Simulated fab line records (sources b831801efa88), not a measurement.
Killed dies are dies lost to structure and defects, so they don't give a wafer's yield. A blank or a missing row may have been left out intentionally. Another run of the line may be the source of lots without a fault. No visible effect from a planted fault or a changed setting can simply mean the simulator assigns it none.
fab line records	flow sky130
[record] lots = 11	wafers = 33	last_day = 50
route steps=708 shown DNWELL@43 POLY_GATE@218 LDD_HVN@276
lots that met no fault: taken from a fault-free run of the same line
start_h: hours from the record's first day to the start of the lot's first wafer shown	wait_h: hours from the lot's prior step to this one	" the same as in the row above	L1.1+2: several wafers, shown together as one row	- no value, or no start was given	* or withheld: withheld	< > ~ a bound
route shown NAME@n: names a module that has steps shown in the file, with the first one's number in the route	usual: mean and standard deviation over wafers with no fault	same: alike in all rows	chamber/n: place in a boat	sites: the reading at each site	_std_site: their standard deviation	_edge_site: outer sites' mean less inner sites'	radius_mm: for every site, how far away it sits from the centre of the wafer	mask NAME#n: copy n	behind: the tool/chamber that last shaped the wafer	hold: reason for holding the lot/hours on hold/outcome of the hold	device: names the non-switching transistor (n, p or np)	end of line: the same wafers' tests at the end of the route	a step with no rows: only its recipe	killed: dies that structure and defects cost at the first sort, which is not the same as the wafer's yield	map: a wafer's dies, x killed, . not, _ none there
set.NAME: the setting the step ran with; set.NAME@STEP: the setting that earlier step ran with	model.NAME: the simulator's own value behind a step, which no gauge read
steps of the route over a sample of lots; a table a step, a row a wafer
services: when a tool's chamber went out of use (start_h, in hours from the record's first day, below 0 if earlier), for how many hours, and the reason
[[steps]]
[step SKY_DNWELL_STRIP_08]
[recipe] chemistry = O2/N2	power_w = 1400	pressure_mtorr = 1500	platen_temp_c = withheld	o2_flow_sccm = 3000	n2_flow_sccm = 300	overash_fraction = 0.5
[usual] drypump_motor_current_A = 5.6/0.5	oes_product_au = 0.722/0.0045	strip_time_to_endpoint_s = 36.94/0.091
lot.wafer	tool	chamber	start_h	wait_h	drypump_motor_current_A	oes_product_au	rf_hours_counter_h	strip_time_to_endpoint_s
L161.3	plasma_asher-04	1	62.67	0.1	5.6	0.722	-	36.87
L161.4	"	0	"	"	5.0	0.713	-	37.00
L161.6	"	1	"	"	5.6	0.729	-	36.89
L162.1	plasma_asher-01	0	67.08	0.1	5.7	0.730	37	36.98
L162.2	"	1	"	"	5.4	0.724	37	36.83
L162.4	"	0	"	"	5.6	0.720	-	37.01
L163.4	plasma_asher-02	0	74.89	0.1	5.3	0.724	-	37.01
L163.5	"	0	"	"	5.3	0.721	-	36.95
L163.6	"	1	"	"	6.5	0.718	-	36.95
L165.2	plasma_asher-01	0	82.68	0.1	5.6	0.729	39	36.83
L165.3	"	0	"	"	5.6	0.728	-	36.87
L165.6	"	0	"	"	5.6	0.726	-	36.83
L168.1	plasma_asher-04	0	106.96	0.1	5.0	0.722	44	36.94
L168.4	"	0	"	"	5.0	0.730	-	37.06
L168.6	"	0	"	"	5.0	0.721	-	36.98
L169.1	plasma_asher-04	0	112.53	0.1	5.0	0.723	44	37.05
L169.2	"	1	"	"	5.6	0.721	44	37.08
L169.3	"	0	"	"	5.0	0.723	-	37.03
L170.2	plasma_asher-02	1	116.07	0.1	6.5	0.719	44	37.01
L170.4	"	0	"	"	5.2	0.716	-	37.06
L170.6	"	0	"	"	5.2	0.722	-	37.05
L173.3	plasma_asher-02	1	127.00	0.1	6.5	0.722	-	36.93
L173.4	"	0	"	"	5.2	0.725	-	36.93
L173.6	"	1	"	"	6.5	0.725	-	36.85
L178.2	plasma_asher-04	0	153.77	0.1	5.0	0.718	48	36.87
L178.5	"	0	"	"	5.0	0.719	-	36.91
L178.6	"	1	"	"	5.6	0.723	-	37.01
L181.1	plasma_asher-04	0	170.23	0.1	5.0	0.724	50	36.74
L181.2	"	1	"	"	5.6	0.724	50	36.83
L181.4	"	0	"	"	5.0	0.719	-	36.74
L182.2	plasma_asher-04	0	178.38	0.1	5.0	0.733	51	36.75
L182.3	"	0	"	"	5.0	0.721	-	36.81
L182.4	"	1	"	"	5.6	0.720	-	36.84
[step SKY_POLY_GATE_THK_MEAS_04]
[recipe] reads = Si3N4_of_POLY_GATE_CVD_03
[usual] POLY_GATE_CVD_03_THK = 75.2/0.73
lot.wafer	tool	chamber	start_h	wait_h	POLY_GATE_CVD_03_THK[nm]
L161.3	film_metro-01	-	350.93	0.0	74.9
L161.4	"	-	"	"	74.6
L161.6	"	-	"	"	75.8
L162.1	film_metro-01	-	362.98	0.0	74.4
L162.2	"	-	"	"	74.3
L162.4	"	-	"	"	74.2
L163.4	film_metro-01	-	372.13	0.0	76.2
L163.5	"	-	"	"	75.3
L163.6	"	-	"	"	75.5
L165.2	film_metro-04	-	386.11	0.0	75.2
L165.3	"	-	"	"	75.8
L165.6	"	-	"	"	75.7
L168.1	film_metro-04	-	426.73	0.0	75.6
L168.4	"	-	"	"	76.3
L168.6	"	-	"	"	75.8
L170.2	film_metro-02	-	437.36	0.0	76.9
L170.4	"	-	"	"	77.2
L170.6	"	-	"	"	77.0
L169.1	film_metro-04	-	438.71	0.0	75.7
L169.2	"	-	"	"	75.5
L169.3	"	-	"	"	75.5
L173.3	film_metro-01	-	460.86	0.0	75.5
L173.4	"	-	"	"	75.8
L173.6	"	-	"	"	75.5
L178.2	film_metro-04	-	504.05	0.0	74.9
L178.5	"	-	"	"	74.6
L178.6	"	-	"	"	74.9
L181.1	film_metro-01	-	522.39	0.0	74.1
L181.2	"	-	"	"	74.1
L181.4	"	-	"	"	74.0
L182.2	film_metro-01	-	533.66	0.0	75.7
L182.3	"	-	"	"	75.7
L182.4	"	-	"	"	75.4
[step SKY_POLY_GATE_OXIDATION_20]
[recipe] temp_c = 850	ambient = O2	stabilise_s = 600	purge_s = 300	target_thk_a = 40	ox_time_s = 899
[usual] spike_tc_bottom_C = 870.5/1.5	spike_tc_centre_C = 850.6/1	spike_tc_lower_C = 850.8/1	spike_tc_top_C = 865.7/1.3	spike_tc_upper_C = 849.9/0.99	zone_power_centre_pct = 16.4/1.1	zone_power_lower_pct = 16.23/0.21	zone_power_top_pct = 27.0/0.49	zone_power_upper_pct = 15.89/0.16
[same] stabilise_s = 600
lot.wafer	tool	chamber	start_h	wait_h	spike_tc_bottom_C	spike_tc_centre_C	spike_tc_lower_C	spike_tc_top_C	spike_tc_upper_C	zone_power_centre_pct	zone_power_lower_pct	zone_power_top_pct	zone_power_upper_pct
L161.3	furnace-02	0	379.25	0.0	870.0	851.4	851.6	866.2	848.9	17.5	16.04	26.6	15.99
L161.4	"	0	"	"	871.0	850.6	850.7	865.9	848.7	17.4	16.12	26.7	15.94
L161.6	"	0	"	"	869.5	850.5	852.0	867.9	849.8	17.9	15.93	26.5	15.97
L162.1	furnace-01	0	392.10	0.0	871.5	849.8	849.0	865.8	848.0	15.3	16.49	27.0	15.98
L162.2	"	0	"	"	871.4	851.0	850.5	865.1	850.5	15.4	16.56	27.6	16.01
L162.4	"	0	"	"	871.6	851.3	851.4	865.1	850.9	15.4	16.42	27.4	15.60
L163.4	furnace-01	0	401.75	0.0	871.2	851.0	852.1	865.4	847.4	15.7	16.57	27.4	15.92
L163.5	"	0	"	"	870.8	851.2	851.5	865.0	850.1	15.6	16.06	27.2	15.88
L163.6	"	0	"	"	872.3	851.2	850.6	864.3	849.0	15.6	16.26	27.6	16.00
L165.2	furnace-01	0	416.18	1.0	871.3	851.0	852.1	864.3	848.7	15.2	16.34	27.2	16.07
L165.3	"	0	"	"	870.3	851.4	851.0	865.0	850.2	15.6	16.54	27.5	15.96
L165.6	"	0	"	"	872.1	851.1	849.0	864.1	851.0	15.6	16.20	27.3	15.62
L168.1	furnace-02	0	459.46	0.0	869.4	849.8	852.2	867.3	849.8	17.7	15.93	26.3	15.84
L168.4	"	0	"	"	868.1	850.8	852.0	868.5	850.4	17.4	16.05	26.4	16.10
L168.6	"	0	"	"	870.0	851.5	849.9	866.8	848.0	17.4	15.95	26.9	16.09
L169.1	furnace-01	0	471.12	0.5	909.7	888.2	888.5	901.9	886.5	17.0	18.09	29.3	17.10
L169.2	"	0	"	"	908.7	890.7	888.4	902.6	889.4	16.8	17.84	29.6	17.46
L169.3	"	0	"	"	909.4	888.2	886.9	901.6	887.6	16.9	17.85	28.8	17.54
L170.2	furnace-01	0	471.12	2.5	909.5	889.2	889.9	903.5	889.4	16.7	17.75	28.9	17.56
L170.4	"	0	"	"	909.2	889.9	889.9	901.1	888.5	16.9	17.96	29.5	17.45
L170.6	"	0	"	"	908.4	888.0	887.4	902.9	888.8	17.0	18.06	29.0	17.42
L173.3	furnace-01	0	492.20	0.0	907.9	890.1	889.6	902.0	886.5	16.9	17.61	29.0	17.09
L173.4	"	0	"	"	909.3	889.9	890.0	902.8	887.6	16.5	17.64	29.4	17.33
L173.6	"	0	"	"	909.6	888.5	888.9	902.8	890.5	17.0	17.92	29.2	17.56
L178.2	furnace-02	0	534.75	0.0	868.4	850.1	851.1	866.0	849.4	17.7	15.97	26.8	15.98
L178.5	"	0	"	"	868.4	850.5	852.7	867.1	849.5	17.8	16.12	26.6	15.97
L178.6	"	0	"	"	869.5	850.1	851.1	866.3	847.7	17.4	16.16	26.7	16.11
L181.1	furnace-02	0	554.00	0.0	870.8	850.8	852.3	868.2	850.4	17.8	16.03	26.4	16.03
L181.2	"	0	"	"	870.4	851.0	851.9	867.2	850.1	17.6	16.33	26.7	15.91
L181.4	"	0	"	"	867.0	848.7	850.4	867.6	848.7	17.3	15.82	26.3	15.80
L182.2	furnace-01	0	564.30	0.0	873.2	850.7	850.5	864.4	849.8	15.6	16.49	27.6	15.90
L182.3	"	0	"	"	872.4	851.0	849.0	863.8	849.6	15.4	16.42	28.0	16.00
L182.4	"	0	"	"	872.6	849.7	848.2	865.5	848.9	15.6	16.48	26.9	15.80
[step SKY_POLY_GATE_THK_MEAS_21]
[recipe] reads = SiO2_of_POLY_GATE_OXIDATION_20
[usual] POLY_GATE_OXIDATION_THK = 4.00/0.08
lot.wafer	tool	chamber	start_h	wait_h	POLY_GATE_OXIDATION_THK[nm]
L161.3	film_metro-02	-	380.52	0.0	4.03
L161.4	"	-	"	"	4.03
L161.6	"	-	"	"	4.05
L162.1	film_metro-02	-	393.35	0.0	4.01
L162.2	"	-	"	"	3.99
L162.4	"	-	"	"	4.16
L163.4	film_metro-02	-	403.03	0.0	3.96
L163.5	"	-	"	"	3.97
L163.6	"	-	"	"	4.05
L165.2	film_metro-02	-	417.44	0.0	3.99
L165.3	"	-	"	"	3.97
L165.6	"	-	"	"	4.01
L168.1	film_metro-02	-	460.71	0.0	3.93
L168.4	"	-	"	"	3.89
L168.6	"	-	"	"	3.91
L169.1	film_metro-01	-	472.37	0.0	6.35
L169.2	"	-	"	"	6.44
L169.3	"	-	"	"	6.40
L170.2	film_metro-02	-	472.38	0.0	6.36
L170.4	"	-	"	"	6.35
L170.6	"	-	"	"	6.45
L173.3	film_metro-04	-	493.47	0.0	6.37
L173.4	"	-	"	"	6.44
L173.6	"	-	"	"	6.30
L178.2	film_metro-04	-	536.01	0.0	4.01
L178.5	"	-	"	"	4.07
L178.6	"	-	"	"	4.02
L181.1	film_metro-04	-	555.25	0.0	3.98
L181.2	"	-	"	"	4.05
L181.4	"	-	"	"	4.01
L182.2	film_metro-01	-	565.56	0.0	3.96
L182.3	"	-	"	"	3.98
L182.4	"	-	"	"	4.06
[step SKY_LDD_HVN_STRIP_09]
[recipe] chemistry = O2/N2	power_w = 1400	pressure_mtorr = 1500	platen_temp_c = withheld	o2_flow_sccm = 3000	n2_flow_sccm = 300	overash_fraction = 0.5
[usual] drypump_motor_current_A = 5.9/0.47	oes_product_au = 0.408/0.0057	strip_time_to_endpoint_s = 4.139/0.023
lot.wafer	tool	chamber	start_h	wait_h	drypump_motor_current_A	oes_product_au	rf_hours_counter_h	strip_time_to_endpoint_s
L161.3	plasma_asher-02	1	473.00	0.1	6.5	0.404	-	4.140
L161.4	"	0	"	"	5.2	0.402	-	4.141
L161.6	"	1	"	"	6.5	0.405	-	4.149
L162.1	plasma_asher-02	0	486.06	0.1	5.2	0.405	83	4.139
L162.2	"	1	"	"	6.5	0.421	83	4.167
L162.4	"	1	"	"	6.5	0.422	-	4.176
L163.4	plasma_asher-03	1	497.20	0.1	5.9	0.408	-	4.142
L163.5	"	1	"	"	5.9	0.416	-	4.172
L163.6	"	0	"	"	6.0	0.404	-	4.147
L165.2	plasma_asher-02	0	512.11	0.1	5.3	0.417	85	4.169
L165.3	"	0	"	"	5.2	0.408	-	4.162
L165.6	"	0	"	"	5.2	0.405	-	4.163
L168.1	plasma_asher-03	0	554.67	0.1	6.0	0.424	71	4.156
L168.4	"	1	"	"	5.9	0.411	-	4.138
L168.6	"	1	"	"	5.9	0.414	-	4.134
L170.2	plasma_asher-02	1	564.92	0.1	6.5	0.408	91	4.125
L170.4	"	0	"	"	5.2	0.415	-	4.120
L170.6	"	1	"	"	6.5	0.400	-	4.089
L169.1	plasma_asher-02	0	565.82	0.1	5.2	0.409	91	4.150
L169.2	"	1	"	"	6.5	0.409	91	4.158
L169.3	"	0	"	"	5.2	0.417	-	4.143
L173.3	plasma_asher-02	1	584.90	0.1	6.5	0.398	-	4.103
L173.4	"	0	"	"	5.3	0.413	-	4.141
L173.6	"	1	"	"	6.5	0.406	-	4.123
L178.2	plasma_asher-02	0	625.26	0.1	5.2	0.414	97	4.168
L178.5	"	0	"	"	5.2	0.407	-	4.131
L178.6	"	1	"	"	6.5	0.403	-	4.134
L181.1	plasma_asher-03	0	642.65	0.1	6.0	0.414	80	4.149
L181.2	"	1	"	"	5.9	0.408	80	4.173
L181.4	"	1	"	"	5.9	0.413	-	4.172
L182.2	plasma_asher-01	0	650.65	0.1	5.7	0.401	51	4.119
L182.3	"	0	"	"	5.7	0.413	-	4.116
L182.4	"	1	"	"	5.4	0.413	-	4.123
[[services]]
tool	chamber	start_h	hours	kind
furnace-02	-	46.65	3.3	pm
plasma_asher-04	-	52.65	0.7	repair
furnace-01	-	71.63	3.1	pm
furnace-02	-	75.12	14.8	repair
plasma_asher-02	-	108.02	2.8	pm
furnace-02	-	131.37	2.4	pm
plasma_asher-04	-	132.39	3.3	repair
furnace-01	-	139.84	4.4	pm
furnace-02	-	174.10	2.5	pm
plasma_asher-04	-	215.15	2.1	repair
furnace-02	-	215.61	3.0	pm
plasma_asher-04	-	257.71	4.8	repair
furnace-01	-	304.74	2.8	pm
furnace-01	-	307.55	4.1	pm
furnace-01	-	324.60	14.3	repair
furnace-01	-	353.12	5.1	pm
furnace-02	-	383.24	3.4	pm
plasma_asher-04	-	421.25	9.0	pm
plasma_asher-04	-	425.27	5.1	repair
furnace-02	-	456.01	3.3	pm
furnace-01	-	475.17	3.8	pm
plasma_asher-04	-	505.99	5.8	repair
furnace-01	-	634.34	4.9	pm
furnace-01	-	643.99	3.8	pm
[[key]]
[first_sign] step = SKY_POLY_GATE_OXIDATION_20	reading = spike_tc_upper_C	direction = up	sigmas = 39	usual = 849.9	struck = 888.3
[effect] step = SKY_POLY_GATE_OXIDATION_20	reading = spike_tc_centre_C	direction = up	sigmas = 39	usual = 850.6	struck = 889.2
[effect] step = SKY_POLY_GATE_THK_MEAS_21	reading = POLY_GATE_OXIDATION_THK	direction = up	sigmas = 30	usual = 4.00	struck = 6.38
met_at SKY_POLY_GATE_OXIDATION_20
struck_lots L169,L170,L173
tester_left_out L169,L170,L173
not_acting_at SKY_DNWELL_STRIP_08,SKY_POLY_GATE_THK_MEAS_04,SKY_LDD_HVN_STRIP_09
onset_between 416.18 471.12
[fault] kind = process_parameter_drift	tool = furnace-01	chamber = -	onset_h = 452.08	steps = SKY_POLY_GATE_OXIDATION_20	channel = temp_c	offset = *	shape = step	end_h = 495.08	acts_in = *	stated = *
// tester_left_out: of these lots the tester's yield and bins aren't shown, on N5 and GAA mostly nor the transistor test; their killed dies are dies lost to structure and defects alone, not to doping, threshold or leakage, so they don't give the yield
